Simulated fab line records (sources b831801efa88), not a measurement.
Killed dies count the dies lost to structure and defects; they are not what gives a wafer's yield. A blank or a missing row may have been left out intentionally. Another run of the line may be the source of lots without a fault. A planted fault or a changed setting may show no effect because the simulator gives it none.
fab line records -- flow sky130
[record] lots = 6, wafers = 18, last_day = 50
route steps=708 shown VIA3@590 METAL4@598 CAP2M@603 PAD_OPEN@708
lots untouched by any fault: they come from a run of this same line in which no faults occurred
start_h: start of the lot's first displayed wafer, in hours after the record's first day -- wait_h: hours since the lot's step before -- " the same as in the row above -- L1.1+2: a row that stands for several wafers -- - value missing, or start not given -- * or withheld: withheld -- < > ~ a bound
route shown NAME@n: names a module that has steps shown in the file, with the first one's number in the route -- usual: mean/standard deviation of fault-free wafers -- same: alike in all rows -- chamber/n: place in a boat -- sites: each site's reading -- _std_site: standard deviation across them -- _edge_site: the outer-site mean with the inner-site mean subtracted -- radius_mm: for every site, how far away it sits from the centre of the wafer -- mask NAME#n: copy n -- behind: tool/chamber where the wafer was last shaped -- hold: why the lot went on hold/how many hours it stayed there/how the hold came to an end -- device: whichever transistor did not switch (one of n, p or np) -- end of line: at the end of the route, the tests of the same wafers -- where a step has no rows: the recipe by itself -- killed: count of dies lost to structure and defects at first sort (not the wafer's yield) -- map: a wafer's dies, marking killed ones x, the rest . and places with no die _
set.NAME: the setting as run; set.NAME@STEP: as run at that earlier step -- model.NAME: the simulator's own value behind a step, which no gauge read
lots at some steps of the route; a table a step, a row a wafer
services: a tool's chamber out of use, with start hour (start_h, from the record's first day; less than 0 if before it), hours out, and reason
[[steps]]
[step SKY_VIA3_STRIP_17]
[recipe] chemistry = post_etch_residue_remover, time_s = 1200, temp_c = 72.5
[step SKY_VIA3_CLEAN_18]
[recipe] chemistry = IPA, time_s = 180, temp_c = 25
[step SKY_VIA3_CLEAN_19]
[recipe] chemistry = O3/DIW, dry = n2_spin
[step SKY_VIA3_SPUTTER_20]
[recipe] material = TiN, target_thk_nm = 20, chamber_pressure_pa = 5, power_w = 4000, time_s = 80
[step SKY_VIA3_CVD_21]
[recipe] material = W, target_thk_nm = 390, time_s = 117.31, temp_c = 400, pressure_torr = 40
[step SKY_VIA3_RS_MEAS_22]
[recipe] thk_meas_gauge = four-point-probe, reads = W_of_VIA3_CVD_21+TiN_of_VIA3_SPUTTER_20
[usual] VIA3_W_RS = 0.292/0.0048
lot.wafer,tool,chamber,start_h,wait_h,VIA3_W_RS[ohm/sq]
L725.1,film_metro-03,-,930.58,0.1,0.291
L725.2,film_metro-03,-,930.58,0.1,0.297
L725.5,film_metro-03,-,930.58,0.1,0.296
L732.4,film_metro-04,-,999.38,0.1,0.294
L732.5,film_metro-04,-,999.38,0.1,0.293
L732.6,film_metro-04,-,999.38,0.1,0.287
L733.2,film_metro-04,-,1006.20,0.1,0.290
L733.4,film_metro-04,-,1006.20,0.1,0.286
L733.5,film_metro-04,-,1006.20,0.1,0.295
L739.1,film_metro-02,-,1034.11,0.1,0.295
L739.3,film_metro-02,-,1034.11,0.1,0.299
L739.5,film_metro-02,-,1034.11,0.1,0.299
L744.1,film_metro-04,-,1067.21,0.1,0.285
L744.3,film_metro-04,-,1067.21,0.1,0.284
L744.6,film_metro-04,-,1067.21,0.1,0.291
L747.1,film_metro-03,-,1087.37,0.1,0.296
L747.2,film_metro-03,-,1087.37,0.1,0.292
L747.3,film_metro-03,-,1087.37,0.1,0.298
[step SKY_VIA3_THK_MEAS_23]
[recipe] thk_meas_gauge = xrf, reads = W_of_VIA3_CVD_21
[usual] VIA3_W_THK = 396/7.9
lot.wafer,tool,chamber,start_h,wait_h,VIA3_W_THK[nm]
L725.1,film_metro-03,-,930.70,0.1,390
L725.2,film_metro-03,-,930.70,0.1,385
L725.5,film_metro-03,-,930.70,0.1,383
L732.4,film_metro-04,-,999.47,0.1,391
L732.5,film_metro-04,-,999.47,0.1,392
L732.6,film_metro-04,-,999.47,0.1,401
L733.2,film_metro-04,-,1006.31,0.1,399
L733.4,film_metro-04,-,1006.31,0.1,403
L733.5,film_metro-04,-,1006.31,0.1,389
L739.1,film_metro-02,-,1034.23,0.1,403
L739.3,film_metro-02,-,1034.23,0.1,398
L739.5,film_metro-02,-,1034.23,0.1,395
L744.1,film_metro-04,-,1067.33,0.1,401
L744.3,film_metro-04,-,1067.33,0.1,403
L744.6,film_metro-04,-,1067.33,0.1,396
L747.1,film_metro-03,-,1087.49,0.1,389
L747.2,film_metro-03,-,1087.49,0.1,392
L747.3,film_metro-03,-,1087.49,0.1,385
[step SKY_VIA3_CMP_24]
[recipe] stop_on = SiO2, t_overpolish_s = 20, down_force_psi = 3.5, platen_rpm = 60, target_thk_nm = 0, pad_velocity_m_s = 0.94248
[usual] motor_current_A = 11.3/0.85, overpolish_run_s = 20.000/0.0084, slurry_filter_dp_kPa = 13.48/0.14, time_to_endpoint_s = 95/3.9
lot.wafer,tool,chamber,start_h,wait_h,motor_current_A,overpolish_run_s,slurry_filter_dp_kPa,time_to_endpoint_s
L725.2,cmp-02,0,930.76,0.0,11.6,19.990,13.42,92
L725.1,cmp-02,3,930.76,0.0,11.2,19.991,13.36,93
L725.5,cmp-02,1,930.76,0.0,11.4,19.993,13.62,87
L732.4,cmp-02,0,999.60,0.1,11.6,20.004,13.41,97
L732.6,cmp-02,2,999.60,0.1,12.4,20.012,13.47,92
L732.5,cmp-02,3,999.60,0.1,11.4,20.020,13.49,92
L733.4,cmp-02,1,1006.36,0.0,10.6,20.010,13.35,92
L733.2,cmp-02,0,1006.36,0.0,11.1,20.010,13.50,95
L733.5,cmp-02,1,1006.36,0.0,10.9,19.988,13.64,89
L739.3,cmp-01,0,1034.34,0.1,11.6,19.994,13.25,99
L739.1,cmp-01,2,1034.34,0.1,12.6,20.000,13.41,96
L739.5,cmp-01,3,1034.34,0.1,9.2,20.017,13.48,99
L744.1,cmp-02,3,1067.57,0.2,11.2,20.007,13.55,99
L744.3,cmp-02,0,1067.57,0.2,11.6,19.996,13.52,106
L744.6,cmp-02,1,1067.57,0.2,11.0,19.996,13.50,96
L747.2,cmp-02,0,1087.60,0.1,11.4,19.993,13.55,98
L747.3,cmp-02,1,1087.60,0.1,10.6,19.998,13.05,91
L747.1,cmp-02,2,1087.60,0.1,12.0,20.018,13.65,95
[step SKY_METAL4_SPUTTER_00]
[recipe] material = Ti, target_thk_nm = 15, power_w = 3000, time_s = 10, chamber_pressure_pa = 0.4
[usual] chamber_pressure_pa = 0.3999/0.00079, throttle_valve_pct = 30.1/0.93
lot.wafer,tool,chamber,start_h,wait_h,chamber_pressure_pa,throttle_valve_pct
L725.1,pvd_sputter-01,-,931.06,0.1,0.3996,29.3
L725.2,pvd_sputter-01,-,931.06,0.1,0.4000,30.9
L725.5,pvd_sputter-01,-,931.06,0.1,0.4007,30.7
L732.4,pvd_sputter-02,-,999.80,0.1,0.3991,31.3
L732.5,pvd_sputter-02,-,999.80,0.1,0.3996,31.6
L732.6,pvd_sputter-02,-,999.80,0.1,0.3999,28.6
L733.2,pvd_sputter-02,-,1006.66,0.1,0.3995,31.3
L733.4,pvd_sputter-02,-,1006.66,0.1,0.3999,28.8
L733.5,pvd_sputter-02,-,1006.66,0.1,0.3993,31.4
L739.1,pvd_sputter-01,-,1034.59,0.1,0.3993,31.0
L739.3,pvd_sputter-01,-,1034.59,0.1,0.3989,28.9
L739.5,pvd_sputter-01,-,1034.59,0.1,0.3994,29.3
L744.1,pvd_sputter-03,-,1067.77,0.1,0.4009,29.8
L744.3,pvd_sputter-03,-,1067.77,0.1,0.3995,29.0
L744.6,pvd_sputter-03,-,1067.77,0.1,0.3993,29.1
L747.1,pvd_sputter-02,-,1087.85,0.1,0.3996,28.5
L747.2,pvd_sputter-02,-,1087.85,0.1,0.3992,31.3
L747.3,pvd_sputter-02,-,1087.85,0.1,0.4009,29.1
[step SKY_METAL4_SPUTTER_01]
[recipe] material = TiN, target_thk_nm = 20, power_w = 6500, time_s = 16.7, chamber_pressure_pa = 0.4
[step SKY_METAL4_SPUTTER_02]
[recipe] material = AlCu, target_thk_nm = 735, power_w = 10600, time_s = 39.1, chamber_pressure_pa = 0.4
[usual] chamber_pressure_pa = 0.3999/0.0009, throttle_valve_pct = 30.1/0.93
lot.wafer,tool,chamber,start_h,wait_h,chamber_pressure_pa,throttle_valve_pct
L725.1,pvd_sputter-01,-,931.11,0.0,0.4004,29.1
L725.2,pvd_sputter-01,-,931.11,0.0,0.3982,30.9
L725.5,pvd_sputter-01,-,931.11,0.0,0.3985,30.6
L732.4,pvd_sputter-02,-,999.85,0.0,0.3999,31.3
L732.5,pvd_sputter-02,-,999.85,0.0,0.3996,31.2
L732.6,pvd_sputter-02,-,999.85,0.0,0.4002,28.5
L733.2,pvd_sputter-02,-,1006.71,0.0,0.3995,31.5
L733.4,pvd_sputter-02,-,1006.71,0.0,0.4018,28.5
L733.5,pvd_sputter-02,-,1006.71,0.0,0.4010,31.1
L739.1,pvd_sputter-01,-,1034.63,0.0,0.4008,31.0
L739.3,pvd_sputter-01,-,1034.63,0.0,0.3998,29.1
L739.5,pvd_sputter-01,-,1034.63,0.0,0.4006,29.4
L744.1,pvd_sputter-03,-,1067.82,0.0,0.4000,29.9
L744.3,pvd_sputter-03,-,1067.82,0.0,0.3999,28.6
L744.6,pvd_sputter-03,-,1067.82,0.0,0.3987,28.7
L747.1,pvd_sputter-02,-,1087.90,0.0,0.3992,28.9
L747.2,pvd_sputter-02,-,1087.90,0.0,0.4005,31.4
L747.3,pvd_sputter-02,-,1087.90,0.0,0.3989,29.1
[step SKY_METAL4_SPUTTER_03]
[recipe] material = Ti, target_thk_nm = 5, power_w = 3000, time_s = 3.3, chamber_pressure_pa = 0.4
[usual] chamber_pressure_pa = 0.4001/0.00077, throttle_valve_pct = 30.1/0.92
lot.wafer,tool,chamber,start_h,wait_h,chamber_pressure_pa,throttle_valve_pct
L725.1,pvd_sputter-01,-,931.14,0.0,0.4006,29.1
L725.2,pvd_sputter-01,-,931.14,0.0,0.4009,30.8
L725.5,pvd_sputter-01,-,931.14,0.0,0.4005,30.6
L732.4,pvd_sputter-02,-,999.89,0.0,0.4002,31.4
L732.5,pvd_sputter-02,-,999.89,0.0,0.4009,31.4
L732.6,pvd_sputter-02,-,999.89,0.0,0.3997,28.4
L733.2,pvd_sputter-02,-,1006.75,0.0,0.4007,31.0
L733.4,pvd_sputter-02,-,1006.75,0.0,0.3993,28.7
L733.5,pvd_sputter-02,-,1006.75,0.0,0.4016,31.5
L739.1,pvd_sputter-01,-,1034.67,0.0,0.4003,30.7
L739.3,pvd_sputter-01,-,1034.67,0.0,0.3990,29.3
L739.5,pvd_sputter-01,-,1034.67,0.0,0.4000,29.2
L744.1,pvd_sputter-03,-,1067.86,0.0,0.3998,30.2
L744.3,pvd_sputter-03,-,1067.86,0.0,0.3997,29.1
L744.6,pvd_sputter-03,-,1067.86,0.0,0.3993,28.8
L747.1,pvd_sputter-02,-,1087.94,0.0,0.4005,28.7
L747.2,pvd_sputter-02,-,1087.94,0.0,0.4006,31.4
L747.3,pvd_sputter-02,-,1087.94,0.0,0.4007,29.0
[step SKY_METAL4_SPUTTER_04]
[recipe] material = TiN, target_thk_nm = 70, power_w = 6500, time_s = 58.3, chamber_pressure_pa = 0.4
[usual] chamber_pressure_pa = 0.4001/0.00078, throttle_valve_pct = 30.1/0.93
lot.wafer,tool,chamber,start_h,wait_h,chamber_pressure_pa,throttle_valve_pct
L725.1,pvd_sputter-01,-,931.16,0.0,0.3994,29.2
L725.2,pvd_sputter-01,-,931.16,0.0,0.3997,30.8
L725.5,pvd_sputter-01,-,931.16,0.0,0.4008,30.4
L732.4,pvd_sputter-02,-,999.91,0.0,0.3723,32.6
L732.5,pvd_sputter-02,-,999.91,0.0,0.3727,32.5
L732.6,pvd_sputter-02,-,999.91,0.0,0.3719,29.8
L733.2,pvd_sputter-02,-,1006.77,0.0,0.3731,32.5
L733.4,pvd_sputter-02,-,1006.77,0.0,0.3723,30.0
L733.5,pvd_sputter-02,-,1006.77,0.0,0.3720,32.3
L739.1,pvd_sputter-01,-,1034.69,0.0,0.4013,31.0
L739.3,pvd_sputter-01,-,1034.69,0.0,0.4003,29.1
L739.5,pvd_sputter-01,-,1034.69,0.0,0.4005,29.3
L744.1,pvd_sputter-03,-,1067.87,0.0,0.4008,29.7
L744.3,pvd_sputter-03,-,1067.87,0.0,0.3992,29.1
L744.6,pvd_sputter-03,-,1067.87,0.0,0.4000,28.7
L747.1,pvd_sputter-02,-,1087.96,0.0,0.4004,28.7
L747.2,pvd_sputter-02,-,1087.96,0.0,0.4012,31.1
L747.3,pvd_sputter-02,-,1087.96,0.0,0.4006,29.4
[step SKY_CAP2M_CVD_00]
[recipe] material = SiO2, target_thk_nm = 15.5, temp_c = 400, time_s = withheld, rf_w = 450
[usual] heater_power_w = 698/72
lot.wafer,tool,chamber,start_h,wait_h,heater_power_w
L725.1,pecvd-04,2,931.21,0.0,572
L725.2,pecvd-04,1,931.21,0.0,641
L725.5,pecvd-04,0,931.21,0.0,748
L732.4,pecvd-03,2,999.97,0.0,760
L732.5,pecvd-03,2,999.97,0.0,784
L732.6,pecvd-03,0,999.97,0.0,713
L733.2,pecvd-01,1,1006.82,0.0,837
L733.4,pecvd-01,0,1006.82,0.0,640
L733.5,pecvd-01,2,1006.82,0.0,602
L739.1,pecvd-03,0,1034.74,0.0,705
L739.3,pecvd-03,1,1034.74,0.0,736
L739.5,pecvd-03,2,1034.74,0.0,713
L744.1,pecvd-03,2,1067.92,0.0,720
L744.3,pecvd-03,0,1067.92,0.0,792
L744.6,pecvd-03,2,1067.92,0.0,723
L747.1,pecvd-03,0,1088.01,0.0,741
L747.2,pecvd-03,2,1088.01,0.0,758
L747.3,pecvd-03,1,1088.01,0.0,758
[step SKY_PAD_OPEN_PROBE_99]
[usual] defect_limited_yield = 81.8/2, killed_at_M0_to_M3 = 44/7.5, killed_at_M4_up = 3.3/1.8, killed_at_contacts = 25/5.9, killed_at_front_end = 16/4.7, killed_at_other = 0.3/0.52, killed_dies = 89/9.9, killed_open = 49/7.8, killed_short = 40/5.8, sort_bin_3_pad_short = 0.9/0.43, sort_bin_5_function = 10.8/1.5, sort_bin_6_memory = 6.4/1.1, sort_n_pass = 403/9.9, sort_yield_pct = 81.8/2
[same] gross_dies = 492, killed_at_back_side = 0, sort_bin_4_leakage[%] = 0, sort_bin_8_speed[%] = 0
lot.wafer,tool,chamber,start_h,wait_h,defect_limited_yield[%],killed_at_M0_to_M3,killed_at_M4_up,killed_at_contacts,killed_at_front_end,killed_at_other,killed_dies,killed_open,killed_short,sort_bin_3_pad_short[%],sort_bin_5_function[%],sort_bin_6_memory[%],sort_n_pass,sort_yield_pct[%]
L725.1,prober-02,-,1077.51,0.1,78.0,57,3,22,25,1,108,63,44,1.0,11.6,9.3,384,78.0
L725.2,prober-02,-,1077.56,0.1,80.7,56,4,19,16,0,95,40,55,0.8,12.8,5.7,397,80.7
L725.5,prober-02,-,1077.71,0.2,81.1,42,3,33,15,0,93,52,41,1.4,10.6,6.9,399,81.1
// killed by level:class
L725.1 VIA1:geometric_particle:open=12 VIA2:geometric_particle:open=11 FIELD_ISO:geometric_particle:short=10 VIA3:geometric_particle:open=10 CONTACT:geometric_particle:open=7 FIELD_ISO:geometric_particle:open=6 LI_CONTACT:geometric_particle:open=6 LI_CONTACT:geometric_particle:short=5
L725.2 METAL1:geometric_particle:short=13 VIA1:geometric_particle:open=9 VIA1:geometric_particle:short=7 VIA3:geometric_particle:open=6 LI_CONTACT:geometric_particle:open=6 CONTACT:geometric_particle:short=6 METAL2:geometric_particle:short=6 CONTACT:geometric_particle:open=5
L725.5 LI_CONTACT:geometric_particle:open=10 VIA1:geometric_particle:open=8 METAL2:geometric_particle:short=8 VIA2:geometric_particle:open=7 LOCAL_INTERCONNECT:geometric_particle:short=7 CONTACT:geometric_particle:open=7 SPACER:geometric_particle:open=5 CONTACT:geometric_particle:short=5
[[services]]
tool,chamber,start_h,hours,kind
pecvd-01,2,907.90,21.3,repair
pecvd-04,1,909.14,5.5,scheduled_down
pecvd-01,-,909.52,1.5,repair
cmp-02,-,912.37,4.0,pm
cmp-02,-,914.12,1.3,repair
cmp-02,-,916.37,-,consumable_replace:conditioner
cmp-02,-,916.37,-,consumable_replace:pad
pvd_sputter-02,-,933.33,1.2,repair
pvd_sputter-02,-,935.67,5.1,repair
pecvd-04,0,945.69,11.0,repair
pecvd-04,-,946.34,2.8,pm
pecvd-03,-,955.75,1.6,repair
cmp-01,-,961.76,6.2,pm
cmp-02,-,976.88,5.7,repair
pecvd-03,1,996.58,5.5,scheduled_down
pvd_sputter-01,-,1002.92,2.7,repair
pecvd-03,-,1007.66,1.0,repair
cmp-02,-,1017.01,0.7,repair
pecvd-03,0,1049.16,5.1,repair
pecvd-03,1,1051.84,4.2,repair
pvd_sputter-01,-,1052.08,0.5,repair
pvd_sputter-02,-,1056.55,1.4,repair
pvd_sputter-01,-,1073.89,8.8,repair
cmp-01,-,1084.00,4.0,pm
[[key]]
[first_sign] step = SKY_METAL4_SPUTTER_04, reading = chamber_pressure_pa, direction = down, sigmas = 35, usual = 0.4001, struck = 0.3724
[effect] step = SKY_METAL4_SPUTTER_04, reading = throttle_valve_pct, direction = up, sigmas = 1.7, usual = 30.1, struck = 31.6
met_at SKY_METAL4_SPUTTER_04
struck_wafers L732.4,L732.5,L732.6,L733.2,L733.4,L733.5
[fault] kind = process_parameter_drift, tool = pvd_sputter-02, chamber = -, onset_h = 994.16, steps = SKY_METAL4_SPUTTER_04, channel = chamber_pressure_pa, offset = -0.027854, shape = step, end_h = 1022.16, acts_in = these_recipes_only, stated = 0.4
